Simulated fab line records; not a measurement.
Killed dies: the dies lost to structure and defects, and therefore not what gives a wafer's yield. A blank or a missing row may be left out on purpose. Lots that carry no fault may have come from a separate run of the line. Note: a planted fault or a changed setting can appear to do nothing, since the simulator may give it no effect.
Tool commonality check -- flow sky130 -- 11 lots, 36 wafers sampled

WHAT PROMPTED THE OPENING
Of 11 lots, 1 have the reading LDD_P_TW flagged at SKY_LDD_P_TW_MEAS_11. Wafers without a fault read 636, standard deviation 3.7.
Rule: a lot is flagged when every wafer of it that has a number lies more than 4 standard deviations from that mean, or none has a number. The rest of the lots are taken to be sound.

lot,measured,on,"LDD_P_TW, wafer by wafer",flag
L363,day 18 19:22,filmMetro-01,631 637 635,
L364,day 19 21:39,filmMetro-01,638 635 638,
L365,day 20 15:13,filmMetro-01,631 635 631,
L366,day 22 02:45,filmMetro-03,636 635 634,
L367,day 22 03:39,filmMetro-04,640 640 635,
L370,day 22 21:30,filmMetro-04,640 641 641,
L371,day 22 23:21,filmMetro-04,640 635 639,
L372,day 23 00:57,filmMetro-04,639 637 636,
L373,day 23 03:29,filmMetro-04,640 637 639,
L377,day 25 13:29,filmMetro-01,30 30 30 30 30 30,FLAGGED
L385,day 27 05:30,filmMetro-01,635 636 632,
Averaged over the flagged lots the numbers come to 30, -606 from the usual (-99 or more standard deviations).

WHICH TOOL RAN EACH LOT
2 process steps preceding the reading are held in the record, out of 708 steps in the route. Cell contents, in order: the tool; ch with the chambers the sampled wafers went through; the start.
lot,flag,SKY_GATE_OXIDE_STRIP_13,SKY_LDD_P_EXPOSE_04
L363,,"plasmaAsher-02 ch 0,1, day 13 19:17","ilineStepper-02 ch 0, day 18 04:14"
L364,,"plasmaAsher-01 ch 0,1, day 14 17:59","ilineStepper-02 ch 0, day 19 05:50"
L365,,"plasmaAsher-02 ch 0,1, day 15 08:04","ilineStepper-02 ch 0, day 19 23:20"
L366,,"plasmaAsher-02 ch 0,1, day 16 18:35","ilineStepper-02 ch 0, day 21 11:26"
L367,,"plasmaAsher-04 ch 0,1, day 16 18:53","ilineStepper-02 ch 0, day 21 12:44"
L370,,"plasmaAsher-04 ch 0,1, day 17 10:23","ilineStepper-02 ch 0, day 22 05:46"
L371,,"plasmaAsher-01 ch 0,1, day 17 10:38","ilineStepper-01 ch 0, day 22 08:22"
L372,,"plasmaAsher-02 ch 0,1, day 17 10:56","ilineStepper-01 ch 0, day 22 09:36"
L373,,"plasmaAsher-01 ch 0,1, day 17 16:01","ilineStepper-02 ch 0, day 22 11:55"
L377,FLAGGED,"plasmaAsher-02 ch 0,1, day 20 03:02","ilineStepper-02 ch 0, day 24 23:16"
L385,,"plasmaAsher-02 ch 0, day 21 22:14","ilineStepper-02 ch 0, day 26 15:04"
What these steps do:
- SKY_GATE_OXIDE_STRIP_13: strips in O2/N2.
- SKY_LDD_P_EXPOSE_04: exposes mask PSDM, target cd 380 nm.
- SKY_LDD_P_TW_MEAS_11

FLAGGED AGAINST TOTAL, ONE TOOL AT A TIME (gauges that did the reading follow at the end)
step,tool,lots run,flagged,share of the flagged lots,sound lots run after its first flagged lot
SKY_GATE_OXIDE_STRIP_13,plasmaAsher-01,3,0,none,-
SKY_GATE_OXIDE_STRIP_13,plasmaAsher-02,6,1,all,1 (L385)
SKY_GATE_OXIDE_STRIP_13,plasmaAsher-04,2,0,none,-
SKY_LDD_P_EXPOSE_04,ilineStepper-01,2,0,none,-
SKY_LDD_P_EXPOSE_04,ilineStepper-02,9,1,all,1 (L385)
SKY_LDD_P_TW_MEAS_11,filmMetro-01,5,1,all,1 (L385)
SKY_LDD_P_TW_MEAS_11,filmMetro-03,1,0,none,-
SKY_LDD_P_TW_MEAS_11,filmMetro-04,5,0,none,-

WHAT THE TABLE ALLOWS
All flagged lots were run by 3 table rows, namely plasmaAsher-02 at SKY_GATE_OXIDE_STRIP_13, ilineStepper-02 at SKY_LDD_P_EXPOSE_04, filmMetro-01 at SKY_LDD_P_TW_MEAS_11.
- plasmaAsher-02 at SKY_GATE_OXIDE_STRIP_13 ran 6 lots, 1 of them flagged. Sound lots ran on it after the first flagged one (L385), which a lasting fault on the whole tool wouldn't allow.
- ilineStepper-02 at SKY_LDD_P_EXPOSE_04 ran 9 lots, 1 of them flagged. Sound lots ran on it after the first flagged one (L385), which a lasting fault on the whole tool wouldn't allow.
- filmMetro-01 at SKY_LDD_P_TW_MEAS_11 ran 5 lots, 1 of them flagged. Sound lots ran on it after the first flagged one (L385), which a lasting fault on the whole tool wouldn't allow.
Not one row of the table ran every flagged lot while running no sound lot after the first.

WHAT HAD BEEN PUT IN BY THE SIMULATOR
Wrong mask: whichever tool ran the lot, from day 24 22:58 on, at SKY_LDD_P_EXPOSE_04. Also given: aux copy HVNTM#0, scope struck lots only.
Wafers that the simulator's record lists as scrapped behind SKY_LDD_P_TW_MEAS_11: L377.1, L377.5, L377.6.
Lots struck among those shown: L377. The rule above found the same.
